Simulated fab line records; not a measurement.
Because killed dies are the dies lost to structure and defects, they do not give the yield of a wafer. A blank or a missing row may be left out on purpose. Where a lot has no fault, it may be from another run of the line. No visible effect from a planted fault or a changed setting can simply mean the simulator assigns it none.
Struck lot and sound lot, side by side / flow sky130 / 44 steps out of a route of 708
Sound: the wafers L747.1, L747.4, L747.6. Wafers L738.2, L738.3, L738.6 were the ones struck. At the end, the cause is stated.
Per side, at each step with rows, come the tool, then ch with its chambers, and then its first start. Under that, the readings that differ: sound wafers / struck wafers / difference of the means / sigmas: that difference in standard deviations of wafers without a fault.
alike: same words and numbers on both sides, and readings whose means sit less than 2 such deviations apart. not compared: any withheld reading, any reading some wafer has no value for, any bound like >300 that may hide the same value, and any number with overlapping values for which the record gives no deviation.
Wherever a step has rows on one side only, a row that says differs or no value, or a row with sigmas, the two part there. Numbers that don't overlap but have no deviation are shown without sigmas and don't part them. Lack of a reading on every wafer of one side parts them only where that side has two or more wafers.

first, 4 steps without rows for these wafers: SKY_LDD_LDN_SOFTBAKE_03 (time 60 s); SKY_LDD_LDN_EXPOSE_04 (exposes mask LDNTM, target cd 700 nm); SKY_LDD_LDN_PEB_05; SKY_LDD_LDN_DEVELOP_06 (develop time 60 s).
SKY_LDD_LDN_OVL_MEAS_07:
  sound on overlay-02 at day 27 15:25; struck on overlay-02 at day 24 07:40
  alike: LDD_LDN_OVL
then, 4 steps without rows for these wafers: SKY_LDD_LDN_IMPLANT_08; SKY_LDD_LDN_IMPLANT_09; SKY_LDD_LDN_IMPLANT_10; SKY_LDD_LDN_IMPLANT_11.
SKY_LDD_LDN_STRIP_12: strips in O2/N2.
  sound on plasma_asher-03 ch 0,1, day 27 16:03; struck on plasma_asher-04 ch 0,1, day 24 08:18
  alike: drypump_motor_current_A, oes_product_au, strip_time_to_endpoint_s
  not compared: rf_hours_counter_h
SKY_LDD_LDN_TW_MEAS_13:
  sound on film_metro-01 at day 27 16:09; struck on film_metro-01 at day 24 08:25
  alike: LDD_LDN_TW
then, 1 step without rows for these wafers: SKY_LDD_LDN_CLEAN_14 (cleans in SC1/SC2, time 150 s).
SKY_SPACER_CVD_00: deposits Si3N4 from DCS/NH3, target thk 43.1 nm, time 740 s.
  sound on lpcvd-02 ch 1, day 27 16:16; struck on lpcvd-02 ch 1, day 24 09:25
reading=spike_tc_bottom_C (C); sound=787.1 786.2 785.3; struck=793.3 791.3 795.1; difference=+7.0; sigmas=+5
reading=spike_tc_centre_C (C); sound=770.1 769.0 768.6; struck=777.0 773.9 775.5; difference=+6.2; sigmas=+6
reading=spike_tc_lower_C (C); sound=768.7 769.2 771.3; struck=773.6 776.5 774.5; difference=+5.1; sigmas=+5
reading=spike_tc_upper_C (C); sound=769.7 768.6 768.5; struck=774.7 772.6 772.7; difference=+4.4; sigmas=+4
reading=susceptor_temp_C (C); sound=769.6 770.6 770.4; struck=774.8 775.1 775.6; difference=+5.0; sigmas=+14
reading=model.Si3N4_of_SPACER_CVD_00.thk_nm (nm); sound=43.7 43.52 43.38; struck=47.49 47.39 47.49; difference=+3.92; sigmas=
  alike: pressure_mtorr
SKY_SPACER_THK_MEAS_01:
  sound on film_metro-02 at day 27 17:28; struck on film_metro-02 at day 24 10:38
reading=SPACER_CVD_00_THK (nm); sound=43.6 43.5 43.4; struck=47.5 47.4 47.5; difference=+4.0; sigmas=+10
SKY_SPACER_ETCHBACK_02: etches Si3N4 in CH3F/O2, stops on SiO2, time 46.7 s, target depth 45 nm.
  sound on rie_diel-03 ch 0,2,3, day 27 17:32; struck on rie_diel-03 ch 1,2,3, day 24 10:41
reading=oes_product_au (a.u.); sound=0.858 0.863 0.859; struck=0.906 0.903 0.907; difference=+0.045; sigmas=+7
reading=model.etch.depth_nm (nm); sound=43.7 43.52 43.38; struck=47.49 47.39 47.49; difference=+3.92; sigmas=
  alike: drypump_motor_current_A, throttle_valve_pct
  not compared: rf_hours_counter_h
then, 8 steps without rows for these wafers: SKY_POLY_CUT_DEHYDRATE_00 (time 60 s); SKY_POLY_CUT_HMDS_01 (prime time 60 s); SKY_POLY_CUT_COAT_02 (resist thk 60 nm); SKY_POLY_CUT_COAT_03 (resist thk 450 nm); SKY_POLY_CUT_SOFTBAKE_04 (time 90 s); SKY_POLY_CUT_EXPOSE_05 (exposes mask NPCM, target cd 270 nm); SKY_POLY_CUT_PEB_06; SKY_POLY_CUT_DEVELOP_07 (develop time 60 s).
SKY_POLY_CUT_CD_MEAS_08 targets a cd of 270 nm.
  sound on cd_sem-01 at day 28 21:07; struck on cd_sem-01 at day 25 16:09
reading=cd_nm (nm); sound=268.3 269.1 270.2; struck=272.2 273.0 271.9; difference=+3.2; sigmas=+2
SKY_POLY_CUT_OVL_MEAS_09:
  sound on overlay-01 at day 28 21:14; struck on overlay-01 at day 25 16:15
  alike: POLY_CUT_OVL
SKY_POLY_CUT_ETCH_10: etches BARC in N2/H2, stops on SiO2, time 45.9 s, target depth 60 nm.
  sound on rie_diel-03 ch 0,1,2, day 28 21:16; struck on rie_diel-03 ch 1,2, day 25 16:17
  alike: drypump_motor_current_A, oes_product_au, throttle_valve_pct
  not compared: rf_hours_counter_h
SKY_POLY_CUT_ETCH_11: etches Si3N4 in CF4/CH2F2/Ar, stops on poly-Si, time 42.5 s, target depth 60 nm.
  sound on rie_diel-03 ch 0,1,2, day 28 21:19; struck on rie_diel-03 ch 1,2, day 25 16:19
  alike: drypump_motor_current_A, oes_product_au, throttle_valve_pct
  not compared: rf_hours_counter_h
SKY_POLY_CUT_STRIP_12: strips in O2/N2.
  sound on plasma_asher-03 ch 0,1, day 28 21:21; struck on plasma_asher-04 ch 0, day 25 16:22
reading=drypump_motor_current_A (A); sound=5.5 5.1 5.5; struck=6.7 6.7 6.7; difference=+1.3; sigmas=+2
  alike: oes_product_au, strip_time_to_endpoint_s
  not compared: rf_hours_counter_h
then, 7 steps without rows for these wafers: SKY_SD_P_DEHYDRATE_00 (time 60 s); SKY_SD_P_HMDS_01 (prime time 60 s); SKY_SD_P_COAT_02 (resist thk 1140 nm); SKY_SD_P_SOFTBAKE_03 (time 60 s); SKY_SD_P_EXPOSE_04 (exposes mask PSDM, target cd 380 nm); SKY_SD_P_PEB_05; SKY_SD_P_DEVELOP_06 (develop time 60 s).
SKY_SD_P_CD_MEAS_07 targets a cd of 380 nm.
  sound on cd_sem-01 at day 30 01:23; struck on cd_sem-01 at day 26 21:10
  alike: cd_nm
SKY_SD_P_OVL_MEAS_08:
  sound on overlay-02 at day 30 01:30; struck on overlay-01 at day 26 21:17
  alike: SD_P_OVL
after that, 1 step had no rows for these wafers: SKY_SD_P_IMPLANT_09.
SKY_SD_P_STRIP_10: strips in O2/N2.
  sound on plasma_asher-02 ch 0, day 30 01:41; struck on plasma_asher-02 ch 0,1, day 26 21:28
  alike: drypump_motor_current_A, oes_product_au, strip_time_to_endpoint_s
  not compared: rf_hours_counter_h
SKY_SD_P_TW_MEAS_11:
  sound on film_metro-02 at day 30 01:47; struck on film_metro-01 at day 26 21:34
  alike: SD_P_TW
then, 2 steps without rows for these wafers: SKY_RES_XHIGH_DEHYDRATE_00 (time 60 s); SKY_RES_XHIGH_HMDS_01 (prime time 60 s).
-- the record jumps here: 2 days lie between the struck wafers' starts before and after (it left off in module RES_XHIGH and takes up again in module SALICIDE, whose first step shown is number 361 of the route) --
SKY_SALICIDE_CLEAN_00: cleans in HF-last, time 30 s.
  sound on wet_bench-03 ch 3, day 32 07:45; struck on wet_bench-02 ch 1, day 29 07:19
reading=model.Si3N4_of_SPACER_CVD_00.thk_nm (nm); sound=42.72 42.54 42.4; struck=46.51 46.4 46.5; difference=+3.92; sigmas=
-- the record jumps here: 18 days lie between the struck wafers' starts before and after (it left off in module SALICIDE and takes up again in module PAD_OPEN, whose first step shown is number 708 of the route) --
SKY_PAD_OPEN_PROBE_99:
  sound on prober-01 at day 48 21:49; struck on prober-02 at day 46 19:38
reading=model.etest.pfet_01v8.r_on_ohm_um; sound=2944 2931 2890; struck=3133 2967 3083; difference=+139; sigmas=
reading=model.etest.pfet_01v8.drive_ua_um; sound=186.9 187.5 194; struck=173.9 185.8 179.6; difference=-9.7; sigmas=
reading=model.etest.pfet_01v8_hvt.drive_ua_um; sound=139.7 139.8 145.1; struck=129.2 138.6 133.3; difference=-7.8; sigmas=
  alike: killed_at_M0_to_M3, killed_at_M4_up, killed_at_contacts, killed_at_front_end, killed_at_other, killed_dies, killed_open, killed_short
  not compared: model.etest.sonos_uncharged.r_on_ohm_um

WHERE THEY PART
At SKY_SPACER_CVD_00 first; at SKY_POLY_CUT_STRIP_12 last (within this record only). Later steps at which nothing parts them and some readings are alike: SKY_SD_P_CD_MEAS_07, SKY_SD_P_OVL_MEAS_08, SKY_SD_P_STRIP_10, SKY_SD_P_TW_MEAS_11, SKY_PAD_OPEN_PROBE_99.

WHY: the cause the simulator had injected
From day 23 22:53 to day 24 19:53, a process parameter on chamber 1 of lpcvd-02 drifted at SKY_SPACER_CVD_00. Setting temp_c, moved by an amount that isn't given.
